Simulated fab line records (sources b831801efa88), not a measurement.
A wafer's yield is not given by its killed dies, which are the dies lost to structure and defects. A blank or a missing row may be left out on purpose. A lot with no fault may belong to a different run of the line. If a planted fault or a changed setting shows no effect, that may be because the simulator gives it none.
Which tool is to blame? + flow gf180mcu + 7 lots, 21 wafers sampled, at 3 steps of a route of 602

== WHAT EACH GAUGE READ, for each wafer ==
GF_M2_THK_MEAS_06: measures by xrf.
| lot  | measured     | on            | M2_ALCU_THK (nm) |
|------|--------------|---------------|------------------|
| L831 | day 18 11:05 | film-metro-04 | 466 463 463      |
| L834 | day 19 19:18 | film-metro-02 | 462 464 462      |
| L836 | day 20 10:34 | film-metro-02 | 448 452 455      |
| L840 | day 22 01:47 | film-metro-03 | 456 468 459      |
| L847 | day 24 14:07 | film-metro-04 | 459 463 460      |
| L850 | day 25 08:54 | film-metro-04 | 456 461 457      |
| L852 | day 26 05:26 | film-metro-04 | 462 469 465      |

== WHAT TOOL EACH LOT RAN ON (gives the tool, then ch and the chambers of the sampled wafers, and finally the start) ==
| lot  | GF_NWELL_STRIP_10                   | GF_NSD_IMPLANT_09               |
|------|-------------------------------------|---------------------------------|
| L831 | plasma-asher-03 ch 0,1, day 3 12:49 | implanter-01 ch 0, day 13 15:17 |
| L834 | plasma-asher-04 ch 0,1, day 4 07:28 | implanter-04 ch 0, day 14 16:53 |
| L836 | plasma-asher-03 ch 0,1, day 4 16:31 | implanter-02 ch 0, day 15 06:52 |
| L840 | plasma-asher-04 ch 0,1, day 5 16:09 | implanter-02 ch 0, day 16 20:05 |
| L847 | plasma-asher-04 ch 0,1, day 7 08:40 | implanter-01 ch 0, day 19 10:50 |
| L850 | plasma-asher-02 ch 0,1, day 7 21:40 | implanter-01 ch 0, day 20 07:34 |
| L852 | plasma-asher-02 ch 0,1, day 8 10:04 | implanter-02 ch 0, day 21 07:12 |
- GF_NWELL_STRIP_10: strips in O2/N2.
- GF_NSD_IMPLANT_09

== THE ANSWER, worked out from the rows above alone ==
Rule: the lots themselves supply what counts as usual. The widest of any qualifying gaps counts: lots, ordered by their means at a reading, are off when they make up no more than a third of the lots, leave a main group of 4 or more, and stand apart from it by 3 or more times the standard deviation of that group's means. The tables above print the reading to a certain number of digits; a main group whose means all agree to those digits is not used. A lot without any number at a reading at which 4 lots or more have one is off too. Where the step has rows for the other lots, those lots are counted as sound.
Nothing can be told from this: no lot is off at any reading shown.

== WHAT WAS PUT IN BY THE SIMULATOR ==
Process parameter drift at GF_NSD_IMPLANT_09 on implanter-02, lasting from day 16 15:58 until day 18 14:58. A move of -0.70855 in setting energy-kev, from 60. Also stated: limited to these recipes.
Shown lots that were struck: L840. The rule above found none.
